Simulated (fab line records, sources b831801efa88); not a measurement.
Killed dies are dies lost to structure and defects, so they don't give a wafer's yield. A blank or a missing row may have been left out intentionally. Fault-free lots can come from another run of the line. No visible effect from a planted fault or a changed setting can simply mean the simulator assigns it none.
Chamber matching + flow gf180mcu + GF_V4_CMP_04 on cmp-02: 4 sister chambers
The step polishes SiO2. 8 wafers are shown with their chamber, then 12 later ones without.

EACH WAFER AND ITS CHAMBER
| wafer  | chamber | motor-current-A (A) | time-to-endpoint-s (s) |
|--------|---------|---------------------|------------------------|
| L080.5 | 2       | 11.6                | 77                     |
| L088.1 | 0       | 12.8                | 77                     |
| L088.3 | 2       | 11.8                | 76                     |
| L091.1 | 0       | 12.5                | 83                     |
| L091.6 | 1       | 11.5                | 86                     |
| L092.1 | 1       | 11.1                | 81                     |
| L092.4 | 3       | 12.9                | 86                     |
| L092.5 | 3       | 13.5                | 88                     |

WAFERS WITH NO CHAMBER GIVEN
| wafer  | motor-current-A (A) | time-to-endpoint-s (s) |
|--------|---------------------|------------------------|
| L094.2 | 12.5                | 84                     |
| L094.3 | 11.0                | 79                     |
| L094.4 | 13.4                | 90                     |
| L094.1 | 12.3                | 83                     |
| L094.5 | 12.0                | 85                     |
| L094.6 | 11.1                | 87                     |
| L095.1 | 12.3                | 78                     |
| L095.3 | 13.8                | 68                     |
| L095.6 | 13.5                | 82                     |
| L095.2 | 11.6                | 72                     |
| L095.4 | 13.3                | 77                     |
| L095.5 | 13.4                | 77                     |

WHICH CHAMBER EACH WENT THROUGH
| wafer  | from the rows above               | in truth                   |
|--------|-----------------------------------|----------------------------|
| L094.2 | can't be placed: 0 or 3           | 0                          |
| L094.3 | can't be placed: 1 or 2           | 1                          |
| L094.4 | 3                                 | 3                          |
| L094.1 | can't be placed: 0 or 2 or 3 or 1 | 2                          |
| L094.5 | can't be placed: 1 or 0 or 2 or 3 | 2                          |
| L094.6 | 1                                 | 1                          |
| L095.1 | can't be placed: 0 or 2           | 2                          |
| L095.3 | can't be placed: 0 or 3           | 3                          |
| L095.6 | can't be placed: 3 or 0           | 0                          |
| L095.2 | 2                                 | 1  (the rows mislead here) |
| L095.4 | can't be placed: 0 or 3           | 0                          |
| L095.5 | can't be placed: 0 or 3           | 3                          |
Correctly placed: 2 of 12. From these rows, 9 cannot be placed; in 9 the true chamber is one of the candidates. Number placed wrongly: 1.
How it was worked out, from the rows above alone: a wafer's distance from a chamber is the root of the sum, over the readings, of the square of ((its reading less the chamber's mean) divided by the reading's scatter). If the next closest chamber is less than 2 further off than the closest, the wafer can't be placed; otherwise it belongs to the closest. A chamber's mean is the mean of its shown wafers. The scatter is the square root of a quotient: the sum, over the shown wafers, of each reading's squared deviation from its chamber's mean, divided by wafers minus chambers.
